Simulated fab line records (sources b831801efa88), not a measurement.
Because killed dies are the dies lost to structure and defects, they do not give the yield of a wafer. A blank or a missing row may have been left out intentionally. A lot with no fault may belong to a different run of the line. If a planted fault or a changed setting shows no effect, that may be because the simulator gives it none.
fab line records -- flow sky130
record lots=7, wafers=21, last_day=49
route steps=708 shown SONOS_TUNNEL@156 SONOS_ONO@168 PAD_OPEN@708
lots with no fault: from the same line, run without faults
start_h: start of the lot's first displayed wafer, in hours after the record's first day -- wait_h: hours elapsed since this lot's preceding step -- " as in the row above -- L1.1+2: several wafers, shown together as one row -- - no value, or no start was given -- * or withheld: withheld -- < > ~ a bound
route shown NAME@n: names a module that has steps shown in the file, with the first one's number in the route -- usual: average and standard deviation across the fault-free wafers -- same: alike in all rows -- chamber/n: place in a boat -- sites: the reading at each site -- _std_site: their standard deviation -- _edge_site: inner sites' mean taken away from outer sites' mean -- radius_mm: for every site, how far away it sits from the centre of the wafer -- mask NAME#n: copy n -- behind: the tool/chamber that last shaped the wafer -- hold: why the lot went on hold/how many hours it stayed there/how the hold came to an end -- device: the n, p or np transistor that did not switch -- end of line: the route-end tests of the same wafers -- step lacking rows: just its recipe -- killed: dies that structure and defects cost at the first sort, which is not the same as the wafer's yield -- map: a wafer's dies, marking killed ones x, the rest . and places with no die _
set.NAME: the setting that was run; set.NAME@STEP: the one run at that earlier step -- model.NAME: the simulator's own value behind a step, which no gauge read
lots seen at some steps along the route; tables by step, rows by wafer
services: when a tool's chamber went out of use (start_h, in hours from the record's first day, below 0 if earlier), for how many hours, and the reason
## steps
# step SKY_SONOS_TUNNEL_COAT_02
# recipe resist=NOVOLAK, spin_rpm=3000, resist_thk_nm=1140
# step SKY_SONOS_TUNNEL_SOFTBAKE_03
# recipe temp_c=90, time_s=60, resist=NOVOLAK
# step SKY_SONOS_TUNNEL_EXPOSE_04
# recipe mask_id=TUNM, na=0.6, source_shape=conventional, sigma_outer=0.6, polarization=unpolarized, target_cd_nm=410, dose_mj=136
# step SKY_SONOS_TUNNEL_PEB_05
# recipe temp_c=withheld, time_s=*, resist=NOVOLAK
# step SKY_SONOS_TUNNEL_DEVELOP_06
# recipe resist=NOVOLAK, developer=TMAH, develop_time_s=60, dev_temp_c=23
# step SKY_SONOS_TUNNEL_CD_MEAS_07
# recipe target_cd_nm=410
# usual cd_nm=409.9/2.1
lot.wafer,tool,chamber,start_h,wait_h,cd_nm
L280.3,cd_sem-01,-,243.72,0.1,408.0
L280.4,cd_sem-01,-,243.72,0.1,406.7
L280.6,cd_sem-01,-,243.72,0.1,408.2
L286.1,cd_sem-02,-,290.08,0.1,409.0
L286.5,cd_sem-02,-,290.08,0.1,408.9
L286.6,cd_sem-02,-,290.08,0.1,407.6
L287.2,cd_sem-01,-,299.80,0.1,405.6
L287.5,cd_sem-01,-,299.80,0.1,405.3
L287.6,cd_sem-01,-,299.80,0.1,406.6
L288.3,cd_sem-01,-,303.42,0.1,410.7
L288.4,cd_sem-01,-,303.42,0.1,409.0
L288.6,cd_sem-01,-,303.42,0.1,410.4
L293.1,cd_sem-02,-,346.78,0.1,411.4
L293.2,cd_sem-02,-,346.78,0.1,411.6
L293.4,cd_sem-02,-,346.78,0.1,410.8
L296.3,cd_sem-02,-,377.67,0.1,411.3
L296.4,cd_sem-02,-,377.67,0.1,407.8
L296.5,cd_sem-02,-,377.67,0.1,411.2
L297.4,cd_sem-01,-,381.04,0.1,413.5
L297.5,cd_sem-01,-,381.04,0.1,414.0
L297.6,cd_sem-01,-,381.04,0.1,412.0
# step SKY_SONOS_TUNNEL_OVL_MEAS_08
# usual SONOS_TUNNEL_OVL=-1.0/1.2
lot.wafer,tool,chamber,start_h,wait_h,SONOS_TUNNEL_OVL[nm]
L280.3,overlay-02,-,243.82,0.1,-2.6
L280.4,overlay-02,-,243.82,0.1,-2.4
L280.6,overlay-02,-,243.82,0.1,-0.9
L286.1,overlay-02,-,290.20,0.1,1.0
L286.5,overlay-02,-,290.20,0.1,-1.0
L286.6,overlay-02,-,290.20,0.1,-0.1
L287.2,overlay-01,-,299.91,0.1,0.3
L287.5,overlay-01,-,299.91,0.1,-0.6
L287.6,overlay-01,-,299.91,0.1,-0.7
L288.3,overlay-02,-,303.51,0.1,0.4
L288.4,overlay-02,-,303.51,0.1,-0.7
L288.6,overlay-02,-,303.51,0.1,0.2
L293.1,overlay-02,-,346.90,0.1,-2.2
L293.2,overlay-02,-,346.90,0.1,-2.9
L293.4,overlay-02,-,346.90,0.1,-2.8
L296.3,overlay-02,-,377.77,0.1,-2.6
L296.4,overlay-02,-,377.77,0.1,-1.4
L296.5,overlay-02,-,377.77,0.1,-1.6
L297.4,overlay-02,-,381.12,0.1,-0.4
L297.5,overlay-02,-,381.12,0.1,0.2
L297.6,overlay-02,-,381.12,0.1,-0.2
# step SKY_SONOS_TUNNEL_IMPLANT_09
# recipe species=B, energy_kev=20, dose_cm2=1e+12, tilt_deg=withheld
# step SKY_SONOS_TUNNEL_WET_ETCH_10
# recipe chemistry=dHF, target_depth_nm=14, target=SiO2, dilution=100:1, temp_c=25, time_s=280
# step SKY_SONOS_TUNNEL_STRIP_11
# recipe chemistry=SPM, time_s=600, temp_c=130
# step SKY_SONOS_TUNNEL_TW_MEAS_12
# usual SONOS_TUNNEL_TW=196.7/2.2
lot.wafer,tool,chamber,start_h,wait_h,SONOS_TUNNEL_TW
L280.3,film_metro-04,-,244.28,0.0,199.9
L280.4,film_metro-04,-,244.28,0.0,199.1
L280.6,film_metro-04,-,244.28,0.0,198.8
L286.1,film_metro-03,-,290.65,0.0,196.7
L286.5,film_metro-03,-,290.65,0.0,197.3
L286.6,film_metro-03,-,290.65,0.0,197.2
L287.2,film_metro-01,-,300.37,0.0,195.4
L287.5,film_metro-01,-,300.37,0.0,195.1
L287.6,film_metro-01,-,300.37,0.0,195.4
L288.3,film_metro-03,-,303.97,0.0,197.5
L288.4,film_metro-03,-,303.97,0.0,196.7
L288.6,film_metro-03,-,303.97,0.0,197.1
L293.1,film_metro-03,-,347.37,0.0,196.7
L293.2,film_metro-03,-,347.37,0.0,196.6
L293.4,film_metro-03,-,347.37,0.0,198.4
L296.3,film_metro-03,-,378.22,0.0,197.0
L296.4,film_metro-03,-,378.22,0.0,196.7
L296.5,film_metro-03,-,378.22,0.0,197.6
L297.4,film_metro-01,-,381.58,0.0,195.4
L297.5,film_metro-01,-,381.58,0.0,193.2
L297.6,film_metro-01,-,381.58,0.0,193.8
# step SKY_SONOS_TUNNEL_CLEAN_13
# recipe chemistry=dHF, time_s=20, dilution=100:1, dry=ipa_marangoni
# step SKY_SONOS_ONO_OXIDATION_00
# recipe temp_c=800, ambient=O2, idle_temp_c=700, ramp_up_c_per_min=10, ramp_down_c_per_min=3, stabilise_s=600, purge_s=300, target_thk_a=26, ox_time_s=1249
# usual spike_tc_centre_C=800.3/0.86, spike_tc_upper_C=798.6/1.2
lot.wafer,tool,chamber,start_h,wait_h,spike_tc_centre_C,spike_tc_upper_C,model.SiO2_of_SONOS_ONO_OXIDATION_00.thk_nm
L280.3,furnace-02,0,245.10,0.8,799.5,796.5,2.584
L280.4,furnace-02,0,245.10,0.8,799.0,796.8,2.552
L280.6,furnace-02,0,245.10,0.8,800.9,798.1,2.531
L286.1,furnace-01,0,292.19,1.5,798.1,799.2,2.873
L286.5,furnace-01,0,292.19,1.5,799.9,797.8,2.866
L286.6,furnace-01,0,292.19,1.5,800.6,799.4,2.846
L287.2,furnace-01,0,302.53,2.1,800.2,797.7,2.874
L287.5,furnace-01,0,302.53,2.1,800.3,800.4,2.831
L287.6,furnace-01,0,302.53,2.1,802.2,798.3,2.85
L288.3,furnace-01,0,305.13,1.1,799.6,799.0,2.793
L288.4,furnace-01,0,305.13,1.1,800.9,798.4,2.832
L288.6,furnace-01,0,305.13,1.1,801.5,799.7,2.817
L293.1,furnace-02,0,348.26,0.8,800.7,798.3,2.568
L293.2,furnace-02,0,348.26,0.8,800.6,800.0,2.518
L293.4,furnace-02,0,348.26,0.8,800.3,797.9,2.562
L296.3,furnace-02,0,380.14,1.9,800.0,797.8,2.58
L296.4,furnace-02,0,380.14,1.9,799.8,799.7,2.598
L296.5,furnace-02,0,380.14,1.9,800.3,798.4,2.624
L297.4,furnace-01,0,383.62,2.0,799.7,799.9,2.632
L297.5,furnace-01,0,383.62,2.0,800.7,799.6,2.596
L297.6,furnace-01,0,383.62,2.0,799.9,800.0,2.653
# step SKY_SONOS_ONO_THK_MEAS_01
# recipe reads=SiO2_of_SONOS_ONO_OXIDATION_00
# usual SONOS_ONO_OXIDATION_THK=2.59/0.056
lot.wafer,tool,chamber,start_h,wait_h,SONOS_ONO_OXIDATION_THK[nm]
L280.3,film_metro-04,-,246.47,0.0,2.54
L280.4,film_metro-04,-,246.47,0.0,2.59
L280.6,film_metro-04,-,246.47,0.0,2.50
L286.1,film_metro-04,-,293.54,0.0,2.88
L286.5,film_metro-04,-,293.54,0.0,2.87
L286.6,film_metro-04,-,293.54,0.0,2.85
L287.2,film_metro-04,-,303.89,0.0,2.91
L287.5,film_metro-04,-,303.89,0.0,2.86
L287.6,film_metro-04,-,303.89,0.0,2.82
L288.3,film_metro-03,-,306.49,0.0,2.80
L288.4,film_metro-03,-,306.49,0.0,2.85
L288.6,film_metro-03,-,306.49,0.0,2.82
L293.1,film_metro-04,-,349.61,0.0,2.57
L293.2,film_metro-04,-,349.61,0.0,2.53
L293.4,film_metro-04,-,349.61,0.0,2.51
L296.3,film_metro-02,-,381.51,0.0,2.61
L296.4,film_metro-02,-,381.51,0.0,2.62
L296.5,film_metro-02,-,381.51,0.0,2.59
L297.4,film_metro-03,-,385.00,0.0,2.64
L297.5,film_metro-03,-,385.00,0.0,2.57
L297.6,film_metro-03,-,385.00,0.0,2.69
# step SKY_SONOS_ONO_CVD_02
# recipe material=Si3N4, precursor=DCS/NH3, target_thk_nm=10.5, temp_c=770, time_s=180, pressure_mtorr=250
# step SKY_PAD_OPEN_PROBE_99
# usual killed_at_M0_to_M3=44/7.2, killed_at_M4_up=3.0/1.9, killed_at_contacts=25/4.8, killed_at_front_end=16/4.2, killed_at_other=0.2/0.44, killed_dies=88/9.3, killed_open=48/7.1, killed_short=40/6.5
# same gross_dies=492, killed_at_back_side=0
lot.wafer,tool,chamber,start_h,wait_h,killed_at_M0_to_M3,killed_at_M4_up,killed_at_contacts,killed_at_front_end,killed_at_other,killed_dies,killed_open,killed_short,model.etest.cap_ono.gate_log10_a_cm2,model.etest.cap_ono.tox_acc_nm,model.etest.sonos_erased.vt_v,model.etest.sonos_baked.vt_less_v
L280.3,prober-02,-,1064.20,0.2,41,0,21,14,0,76,46,30,-8.22,13.1,-2.213,-0.4422
L280.4,prober-02,-,1064.25,0.2,44,3,20,17,0,84,49,35,-8.236,13.14,-2.208,-0.5084
L280.6,prober-02,-,1064.35,0.2,48,1,18,17,1,85,41,44,-8.238,13.11,-2.25,-0.4756
L286.1,prober-02,-,1107.18,0.1,58,2,23,21,0,104,65,39,-8.516,13.32,-1.947,-0.4085
L286.5,prober-02,-,1107.38,0.2,50,0,21,21,1,93,46,47,-8.314,13.16,-2.04,-0.3975
L286.6,prober-02,-,1107.43,0.2,49,2,23,18,0,92,62,30,-8.469,13.38,-1.956,-0.3696
L287.2,prober-01,-,1114.45,0.1,45,3,27,14,0,89,47,42,-8.737,13.43,-1.893,-0.3569
L287.5,prober-01,-,1114.60,0.2,49,3,25,16,1,94,60,34,-8.488,13.33,-1.952,-0.3714
L287.6,prober-01,-,1114.65,0.2,44,0,31,19,0,94,57,37,-8.468,13.33,-1.939,-0.4145
L288.3,prober-02,-,1118.81,0.2,57,5,36,12,1,111,57,54,-8.211,13.01,-2.103,-0.3873
L288.4,prober-02,-,1118.86,0.2,33,1,20,14,0,68,40,28,-8.434,13.18,-2.001,-0.4294
L288.6,prober-02,-,1118.96,0.2,47,4,23,11,0,85,50,35,-8.23,13.17,-2.043,-0.3675
L293.1,prober-01,-,1143.98,0.1,43,1,30,12,0,86,51,35,-7.931,12.85,-2.299,-0.482
L293.2,prober-01,-,1144.03,0.1,31,3,25,19,0,78,42,36,-7.944,12.91,-2.283,-0.5382
L293.4,prober-01,-,1144.13,0.2,49,2,30,30,1,112,62,50,-8.036,12.94,-2.254,-0.523
L296.3,prober-02,-,1166.25,0.2,50,4,21,15,0,90,49,41,-7.955,12.91,-2.268,-0.4959
L296.4,prober-02,-,1166.30,0.2,35,3,29,21,1,89,50,39,-8.111,13.05,-2.207,-0.4844
L296.5,prober-02,-,1166.35,0.2,40,1,27,12,0,80,42,38,-8.22,13.05,-2.183,-0.478
L297.4,prober-01,-,1168.67,0.2,54,6,22,13,0,95,53,42,-8.068,12.99,-2.227,-0.4066
L297.5,prober-01,-,1168.72,0.2,41,4,15,12,0,72,37,35,-8.046,12.9,-2.3,-0.5267
L297.6,prober-01,-,1168.77,0.2,36,1,21,17,0,75,43,32,-8.211,13.13,-2.169,-0.4153
# killed by level:class
L280.3 VIA1:geometric_particle:open=13 LI_CONTACT:geometric_particle:open=7 CONTACT:geometric_particle:open=6 METAL1:geometric_particle:short=5 VIA2:geometric_particle:open=5 VIA3:geometric_particle:open=5 POLY_GATE:geometric_particle:short=4 LI_CONTACT:geometric_particle:short=4
L280.4 VIA1:geometric_particle:open=14 CONTACT:geometric_particle:open=7 CONTACT:geometric_particle:short=6 METAL2:geometric_particle:short=6 VIA2:geometric_particle:open=6 POLY_GATE:geometric_particle:open=5 LI_CONTACT:geometric_particle:open=5 METAL1:geometric_particle:short=5
L280.6 VIA1:geometric_particle:open=11 METAL1:geometric_particle:short=9 METAL2:geometric_particle:short=8 LI_CONTACT:geometric_particle:open=6 FIELD_ISO:geometric_particle:short=5 POLY_GATE:geometric_particle:open=5 VIA3:geometric_particle:open=5 VIA3:geometric_particle:short=4
L286.1 VIA1:geometric_particle:open=19 LI_CONTACT:geometric_particle:open=9 CONTACT:geometric_particle:open=7 VIA2:geometric_particle:short=7 VIA3:geometric_particle:open=7 FIELD_ISO:geometric_particle:open=6 METAL1:geometric_particle:short=6 VIA2:geometric_particle:open=6
L286.5 VIA1:geometric_particle:open=12 VIA2:geometric_particle:open=8 CONTACT:geometric_particle:open=7 LI_CONTACT:geometric_particle:open=6 VIA1:geometric_particle:short=6 VIA3:geometric_particle:short=6 FIELD_ISO:geometric_particle:short=5 POLY_GATE:geometric_particle:short=5
L286.6 VIA1:geometric_particle:open=12 CONTACT:geometric_particle:open=12 VIA2:geometric_particle:open=11 POLY_GATE:geometric_particle:short=7 VIA3:geometric_particle:open=7 POLY_GATE:geometric_particle:open=6 LI_CONTACT:geometric_particle:open=5 VIA2:geometric_particle:short=4
L287.2 VIA2:geometric_particle:open=10 CONTACT:geometric_particle:open=10 VIA1:geometric_particle:open=8 LI_CONTACT:geometric_particle:open=7 METAL2:geometric_particle:short=7 CONTACT:geometric_particle:short=6 VIA1:geometric_particle:short=5 VIA3:geometric_particle:open=5
L287.5 VIA1:geometric_particle:open=14 VIA3:geometric_particle:open=12 VIA2:geometric_particle:open=8 CONTACT:geometric_particle:open=7 LI_CONTACT:geometric_particle:open=7 FIELD_ISO:geometric_particle:open=4 LI_CONTACT:geometric_particle:short=4 CONTACT:geometric_particle:short=4
L287.6 VIA3:geometric_particle:open=11 CONTACT:geometric_particle:open=9 VIA2:geometric_particle:open=9 LI_CONTACT:geometric_particle:open=8 VIA1:geometric_particle:open=7 FIELD_ISO:geometric_particle:short=6 LI_CONTACT:geometric_particle:short=5 LOCAL_INTERCONNECT:geometric_particle:short=4
L288.3 VIA1:geometric_particle:open=15 METAL2:geometric_particle:short=11 CONTACT:geometric_particle:open=11 LI_CONTACT:geometric_particle:open=10 VIA2:geometric_particle:open=7 LOCAL_INTERCONNECT:geometric_particle:short=6 FIELD_ISO:geometric_particle:short=5 CONTACT:geometric_particle:short=5
L288.4 VIA1:geometric_particle:open=10 CONTACT:geometric_particle:open=9 FIELD_ISO:geometric_particle:open=6 VIA1:geometric_particle:short=5 VIA2:geometric_particle:open=5 LI_CONTACT:geometric_particle:short=4 METAL2:geometric_particle:short=4 LI_CONTACT:geometric_particle:open=3
L288.6 VIA1:geometric_particle:open=13 VIA3:geometric_particle:open=11 METAL1:geometric_particle:short=8 CONTACT:geometric_particle:open=7 CONTACT:geometric_particle:short=5 VIA2:geometric_particle:open=5 LI_CONTACT:geometric_particle:short=4 LI_CONTACT:geometric_particle:open=4
L293.1 CONTACT:geometric_particle:open=12 VIA1:geometric_particle:open=9 LI_CONTACT:geometric_particle:open=8 VIA2:geometric_particle:open=6 VIA2:geometric_particle:short=5 METAL2:geometric_particle:short=5 FIELD_ISO:geometric_particle:short=4 VIA1:geometric_particle:short=4
L293.2 CONTACT:geometric_particle:open=8 LI_CONTACT:geometric_particle:open=7 VIA1:geometric_particle:open=6 FIELD_ISO:geometric_particle:open=5 FIELD_ISO:geometric_particle:short=5 METAL1:geometric_particle:short=5 VIA3:geometric_particle:short=5 LOCAL_INTERCONNECT:geometric_particle:short=4
L293.4 VIA1:geometric_particle:open=12 POLY_GATE:geometric_particle:short=11 LI_CONTACT:geometric_particle:open=10 FIELD_ISO:geometric_particle:open=9 CONTACT:geometric_particle:open=9 VIA3:geometric_particle:open=7 METAL2:geometric_particle:short=6 VIA2:geometric_particle:open=6
L296.3 VIA1:geometric_particle:open=10 METAL1:geometric_particle:short=8 CONTACT:geometric_particle:open=8 FIELD_ISO:geometric_particle:open=6 VIA2:geometric_particle:open=6 LOCAL_INTERCONNECT:geometric_particle:short=6 VIA1:geometric_particle:short=5 VIA2:geometric_particle:short=5
L296.4 LI_CONTACT:geometric_particle:open=10 CONTACT:geometric_particle:open=8 FIELD_ISO:geometric_particle:open=7 VIA1:geometric_particle:open=7 FIELD_ISO:geometric_particle:short=6 VIA2:geometric_particle:open=6 CONTACT:geometric_particle:short=5 METAL1:geometric_particle:short=4
L296.5 VIA1:geometric_particle:open=12 CONTACT:geometric_particle:open=10 CONTACT:geometric_particle:short=7 METAL2:geometric_particle:short=5 METAL1:geometric_particle:short=5 VIA1:geometric_particle:short=5 VIA3:geometric_particle:open=5 FIELD_ISO:geometric_particle:short=4
L297.4 VIA1:geometric_particle:open=16 LOCAL_INTERCONNECT:geometric_particle:short=8 VIA2:geometric_particle:open=8 METAL1:geometric_particle:short=6 POLY_GATE:geometric_particle:open=5 LI_CONTACT:geometric_particle:open=5 VIA3:geometric_particle:open=5 CONTACT:geometric_particle:short=4
L297.5 VIA1:geometric_particle:open=11 VIA3:geometric_particle:open=10 METAL1:geometric_particle:short=7 LI_CONTACT:geometric_particle:open=4 LOCAL_INTERCONNECT:geometric_particle:short=4 VIA2:geometric_particle:open=4 METAL4:geometric_particle:short=4 FIELD_ISO:geometric_particle:short=3
L297.6 VIA1:geometric_particle:open=9 FIELD_ISO:geometric_particle:open=6 VIA3:geometric_particle:open=6 CONTACT:geometric_particle:open=6 METAL1:geometric_particle:short=6 POLY_GATE:geometric_particle:open=5 LOCAL_INTERCONNECT:geometric_particle:short=4 LI_CONTACT:geometric_particle:short=4
## services
tool,chamber,start_h,hours,kind
furnace-01,-,253.32,4.2,pm
furnace-01,-,283.35,1.2,repair
## key
first_sign step=SKY_SONOS_ONO_THK_MEAS_01, reading=SONOS_ONO_OXIDATION_THK, direction=up, sigmas=4.6, usual=2.59, struck=2.85
effect none on later readings
model_effect step=SKY_SONOS_ONO_OXIDATION_00, value=SiO2_of_SONOS_ONO_OXIDATION_00.thk_nm, without=2.649, struck=2.842
model_effect step=SKY_PAD_OPEN_PROBE_99, value=etest.cap_ono.gate_log10_a_cm2, without=-8.18, struck=-8.43
met_at SKY_SONOS_ONO_OXIDATION_00
struck_wafers L286.1,L286.5,L286.6,L287.2,L287.5,L287.6,L288.3,L288.4,L288.6
tester_left_out L286,L287,L288
fault kind=process_parameter_drift, tool=furnace-01, chamber=-, onset_h=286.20, steps=SKY_SONOS_ONO_OXIDATION_00, channel=ox_time_s, offset=*, shape=step, end_h=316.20, acts_in=*, stated=*
# tester_left_out: of these lots the tester's yield and bins aren't shown, on N5 and GAA mostly nor the transistor test; their killed dies are dies lost to structure and defects alone, not to doping, threshold or leakage, so they don't give the yield
